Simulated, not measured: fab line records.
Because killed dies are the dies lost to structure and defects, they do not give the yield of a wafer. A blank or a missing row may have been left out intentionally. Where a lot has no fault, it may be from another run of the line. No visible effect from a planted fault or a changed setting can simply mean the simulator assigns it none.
What tool caused it? ; flow gf180mcu ; Sampling: 6 lots, 18 wafers, 3 of 602 route steps

WHAT THE GAUGES SHOWED, per wafer
GF_VT_IMPLANT_OVL_MEAS_07.
lot;measured;on;VT_IMPLANT_OVL (nm)
L317;day 6 01:51;overlay-01;-0.9 0.0 0.8
L320;day 6 19:40;overlay-02;-0.5 1.3 0.2
L322;day 7 09:22;overlay-01;-0.7 1.6 -1.3
L324;day 8 04:47;overlay-02;-2.9 -1.5 -3.6
L331;day 9 21:49;overlay-01;83.8 82.9 82.8 83.2 81.5 81.6
L337;day 11 07:16;overlay-01;-1.4 -2.1 -1.6

TOOL THAT RAN EACH LOT (tool first, then ch and the chambers of the sampled wafers, then the start)
lot;GF_MVPSD_STRIP_10;GF_VT_IMPLANT_EXPOSE_04
L317;plasmaAsher-02 ch 0,1, day 5 11:44;ilineStepper-01 ch 0, day 5 19:20
L320;plasmaAsher-04 ch 0, day 6 04:44;ilineStepper-01 ch 0, day 6 12:38
L322;plasmaAsher-04 ch 0,1, day 6 17:53;ilineStepper-02 ch 0, day 7 01:29
L324;plasmaAsher-03 ch 0,1, day 7 12:46;ilineStepper-02 ch 0, day 7 20:41
L331;plasmaAsher-03 ch 0,1, day 9 04:11;ilineStepper-01 ch 0, day 9 13:24
L337;plasmaAsher-02 ch 1, day 10 13:18;ilineStepper-02 ch 0, day 10 22:43
- GF_MVPSD_STRIP_10: strips in O2/N2.
- GF_VT_IMPLANT_EXPOSE_04: exposes mask LVPWELL LV AREA, target cd 600 nm.

THE ANSWER, worked out from the rows above alone
Rule: the lots themselves supply what counts as usual. Put in order of their means at a reading, lots are off if they are a third of the lots or fewer, leave a main group of 4 or more, and stand apart from it by a gap of 3 or more times the standard deviation of the main group's means; of several such gaps the widest counts. Not used: any main group whose means are identical at the precision the tables above print for the reading. Also off: a lot with no number at a reading for which 4 or more lots have one. Any other lot the step has rows for is counted as sound.
Off: L331, at GF_VT_IMPLANT_OVL_MEAS_07 (VT_IMPLANT_OVL). Main group: mean -0.8 nm, sd 1.1.
If a tool, at a process step before that reading, ran all the lots that are off and no sound lot after the first of them, it fits. Gauges at GF_VT_IMPLANT_OVL_MEAS_07: tried the same way as those tools. This does not decide it: 2 tools fit, namely plasmaAsher-03 at GF_MVPSD_STRIP_10 and ilineStepper-01 at GF_VT_IMPLANT_EXPOSE_04.

WHAT WAS PUT IN BY THE SIMULATOR
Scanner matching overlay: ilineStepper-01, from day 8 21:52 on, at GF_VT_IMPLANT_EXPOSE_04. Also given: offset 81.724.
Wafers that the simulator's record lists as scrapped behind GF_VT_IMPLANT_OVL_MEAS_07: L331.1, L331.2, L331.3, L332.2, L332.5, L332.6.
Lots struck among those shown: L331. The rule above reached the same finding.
